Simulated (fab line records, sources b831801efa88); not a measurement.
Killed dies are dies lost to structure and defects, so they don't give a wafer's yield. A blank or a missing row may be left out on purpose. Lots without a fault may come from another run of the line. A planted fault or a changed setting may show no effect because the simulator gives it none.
One fault seen from 2 desks | flow sky130 | each desk has only its own numbers; what lay behind them comes last

THE TOOL OWNER'S DESK: implanter-02
The tool's own readings at SKY_LDD_N_IMPLANT_10: means of the sampled wafers that have a number, for each lot that ran on this tool. A lot is out of limits, marked OUT, if its mean lies more than 4 standard deviations from the usual mean; the brackets give that distance.
Columns: A = dose_ions_cm2 at SKY_LDD_N_IMPLANT_10, usual 7.501e+13; B = faraday_current_uA at SKY_LDD_N_IMPLANT_10, usual 421
lot  | first seen here | A                           | B
L161 | day 18 05:37    | 7.511e+13                   | 419
L163 | day 19 02:58    | 7.506e+13                   | 418
L176 | day 23 11:31    | 6.385e+13 (-99 or more) OUT | 358 (-7.5) OUT
L177 | day 24 00:18    | 6.398e+13 (-99 or more) OUT | 360 (-7.1) OUT
This desk's finding: out of limits on L176, L177; first on L176, day 23 11:31 (dose_ions_cm2 at SKY_LDD_N_IMPLANT_10). In limits: L161, L163.

THE METROLOGY DESK
What the gauges read, lot by lot, whatever tool the lot ran on: means of the sampled wafers that have a number. A lot is out of limits, marked OUT, if its mean lies more than 4 standard deviations from the usual mean; the brackets give that distance.
Columns: A = GATE_OXIDE_OVL at SKY_GATE_OXIDE_OVL_MEAS_10, usual 0.3 nm
lot  | first seen here | A
L161 | day 14 03:19    | -1.1
L162 | day 14 17:17    | 1.4
L163 | day 15 00:44    | -1.6
L165 | day 15 06:55    | 2.4
L166 | day 16 01:05    | 0.5
L167 | day 16 01:23    | 0.1
L174 | day 18 19:56    | -0.2
L176 | day 19 08:23    | -1.2
L177 | day 19 20:20    | 1.6
L179 | day 20 15:20    | 0.6
L180 | day 21 01:54    | 0.3
L182 | day 21 11:45    | -0.4
This desk's finding: nothing out of limits on any of the 12 lots.

PUT TOGETHER
The tool owner's desk could have raised an alarm at day 23 11:31, on L176, L177.
The metrology desk saw nothing out of limits.
The metrology desk has L176, L177 on record, within its limits.
Of the lots named, all ran SKY_LDD_N_IMPLANT_10 on implanter-02.

WHAT THE SIMULATOR HAD PUT IN
Process parameter drift: implanter-02, from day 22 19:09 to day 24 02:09, at SKY_LDD_N_IMPLANT_10. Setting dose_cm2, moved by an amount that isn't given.
Lots struck among those shown: L176, L177.
Hours from the fault's start to each desk's first reading out of limits: the tool owner's desk, 16.
